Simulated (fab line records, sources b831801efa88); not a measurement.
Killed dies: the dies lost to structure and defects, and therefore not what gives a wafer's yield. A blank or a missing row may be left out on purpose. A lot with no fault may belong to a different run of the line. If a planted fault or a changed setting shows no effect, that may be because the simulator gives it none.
Check for tools in common	flow gf180mcu	Sample size 13 lots and 39 wafers

## THE REASON FOR OPENING IT
GF_DNWELL_TW_MEAS_09, reading DNWELL_TW: flagged on 2 of 13 lots. No-fault wafers: 1354, standard deviation 14.
Rule: flag the lot when none of its wafers has a number, or when each of its wafers that has one lies beyond 4 standard deviations from that mean. All remaining lots are regarded as sound.

lot	measured	on	DNWELL_TW, wafer by wafer	flag
L307	day 2 18:35	filmMetro-04	1356 1360 1361	
L308	day 3 00:30	filmMetro-04	1369 1378 1372	
L309	day 3 04:50	filmMetro-01	1340 1337 1343	
L311	day 3 15:38	filmMetro-03	1360 1360 1361	
L312	day 3 21:38	filmMetro-01	1334 1331 1329	
L313	day 4 02:43	filmMetro-03	1377 1366 1378	
L314	day 4 08:20	filmMetro-01	1341 1335 1336	
L315	day 4 12:23	filmMetro-04	1364 1360 1362	
L321	day 5 21:19	filmMetro-01	1037 1038 1033	FLAGGED
L322	day 6 02:48	filmMetro-03	1053 1060 1058	FLAGGED
L323	day 6 08:14	filmMetro-01	1345 1349 1342	
L326	day 7 00:23	filmMetro-04	1375 1366 1369	
L328	day 7 10:05	filmMetro-01	1350 1347 1352	
On average the flagged lots' numbers are 1046, which is -308 against the usual, or -22 standard deviations.

## TOOL THAT RAN EACH LOT
The record holds 1 process step before the reading, out of a route of 602 steps. Cell contents, in order: the tool; ch with the chambers the sampled wafers went through; the start.
lot	flag	GF_DNWELL_IMPLANT_07
L307		implanter-02 ch 0, day 2 18:20
L308		implanter-01 ch 0, day 3 00:16
L309		implanter-01 ch 0, day 3 04:35
L311		implanter-04 ch 0, day 3 15:23
L312		implanter-02 ch 0, day 3 21:25
L313		implanter-04 ch 0, day 4 02:29
L314		implanter-04 ch 0, day 4 08:05
L315		implanter-04 ch 0, day 4 12:07
L321	FLAGGED	implanter-01 ch 0, day 5 21:04
L322	FLAGGED	implanter-01 ch 0, day 6 02:34
L323		implanter-02 ch 0, day 6 07:59
L326		implanter-02 ch 0, day 7 00:08
L328		implanter-04 ch 0, day 7 09:50
What is done by these steps:
- GF_DNWELL_IMPLANT_07
- GF_DNWELL_TW_MEAS_09

## FLAGGED OVER TOTAL, TOOL BY TOOL (the gauges that took the reading come last)
step	tool	lots run	flagged	share of the flagged lots	sound lots run after its first flagged lot
GF_DNWELL_IMPLANT_07	implanter-01	4	2	all	0
GF_DNWELL_IMPLANT_07	implanter-02	4	0	none	-
GF_DNWELL_IMPLANT_07	implanter-04	5	0	none	-
GF_DNWELL_TW_MEAS_09	filmMetro-01	6	1	some	2 (L323,L328)
GF_DNWELL_TW_MEAS_09	filmMetro-03	3	1	some	0
GF_DNWELL_TW_MEAS_09	filmMetro-04	4	0	none	-

## WHAT IS ALLOWED BY THE TABLE
All flagged lots share 1 row of the table, namely implanter-01 at GF_DNWELL_IMPLANT_07.
- implanter-01 at GF_DNWELL_IMPLANT_07 ran 4 lots, 2 of them flagged. Last sound lot L309 at day 3 04:35, first flagged lot L321 at day 5 21:04; a fault beginning in between fits. Its own readings (doseIonsCm2, faradayCurrentUA) fall more than 4 standard deviations out on all wafers of the flagged lots.
implanter-01 at GF_DNWELL_IMPLANT_07 is the single tool remaining.

## WHAT THE SIMULATOR HAD PUT IN
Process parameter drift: implanter-01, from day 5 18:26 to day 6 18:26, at GF_DNWELL_IMPLANT_07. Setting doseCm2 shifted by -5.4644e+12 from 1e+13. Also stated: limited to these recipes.
Struck lots among those shown: L321, L322. The rule above found the same.
